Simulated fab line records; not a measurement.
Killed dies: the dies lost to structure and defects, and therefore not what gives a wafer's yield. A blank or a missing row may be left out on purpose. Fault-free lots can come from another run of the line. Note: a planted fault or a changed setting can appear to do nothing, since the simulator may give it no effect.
Chamber matching :: flow gf180mcu :: 4 sister chambers for GF_V2_CMP_26 on cmp-02
The step polishes, stops on SiO2, t overpolish 15 s, target thk 0 nm. 7 wafers are shown with their chamber, then 7 later ones without.

## WAFERS PAIRED WITH THEIR CHAMBERS
wafer: L315.2
chamber: 0
motor_current_A (A): 12.5
time_to_endpoint_s (s): 85

wafer: L316.5
chamber: 3
motor_current_A (A): 10.1
time_to_endpoint_s (s): 74

wafer: L328.3
chamber: 0
motor_current_A (A): 11.7
time_to_endpoint_s (s): 85

wafer: L329.2
chamber: 2
motor_current_A (A): 10.0
time_to_endpoint_s (s): 87

wafer: L329.5
chamber: 1
motor_current_A (A): 9.6
time_to_endpoint_s (s): 81

wafer: L330.1
chamber: 2
motor_current_A (A): 10.0
time_to_endpoint_s (s): 84

wafer: L330.3
chamber: 1
motor_current_A (A): 9.8
time_to_endpoint_s (s): 76

## WAFERS WITHOUT THEIR CHAMBER
wafer: L330.4
motor_current_A (A): 12.0
time_to_endpoint_s (s): 88

wafer: L333.1
motor_current_A (A): 10.0
time_to_endpoint_s (s): 83

wafer: L333.2
motor_current_A (A): 9.5
time_to_endpoint_s (s): 87

wafer: L333.6
motor_current_A (A): 12.1
time_to_endpoint_s (s): 90

wafer: L336.1
motor_current_A (A): 11.0
time_to_endpoint_s (s): 76

wafer: L336.3
motor_current_A (A): 12.5
time_to_endpoint_s (s): 83

wafer: L336.6
motor_current_A (A): 10.9
time_to_endpoint_s (s): 75

## THE CHAMBER EACH PASSED THROUGH
wafer: L330.4
from the rows above: 0
in truth: 0

wafer: L333.1
from the rows above: can't be placed: 2 or 1
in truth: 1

wafer: L333.2
from the rows above: 2
in truth: 2

wafer: L333.6
from the rows above: 0
in truth: 0

wafer: L336.1
from the rows above: can't be placed: 3 or 1
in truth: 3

wafer: L336.3
from the rows above: 0
in truth: 0

wafer: L336.6
from the rows above: can't be placed: 3 or 1
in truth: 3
Correctly placed: 4 of 7. These rows do not allow placing 3 (true chamber among the candidates in 3). Number placed wrongly: 0.
How it was worked out, from the rows above alone: a wafer's distance from a chamber is the root of the sum, over the readings, of the square of ((its reading less the chamber's mean) divided by the reading's scatter). The wafer belongs to the nearest chamber; if the next one is less than 2 further off, it can't be placed. For every chamber, the mean is computed from those of its wafers that are shown. The scatter: take each reading less its chamber's mean, square it, sum over the shown wafers, divide by the number of wafers less the number of chambers, and take the root.
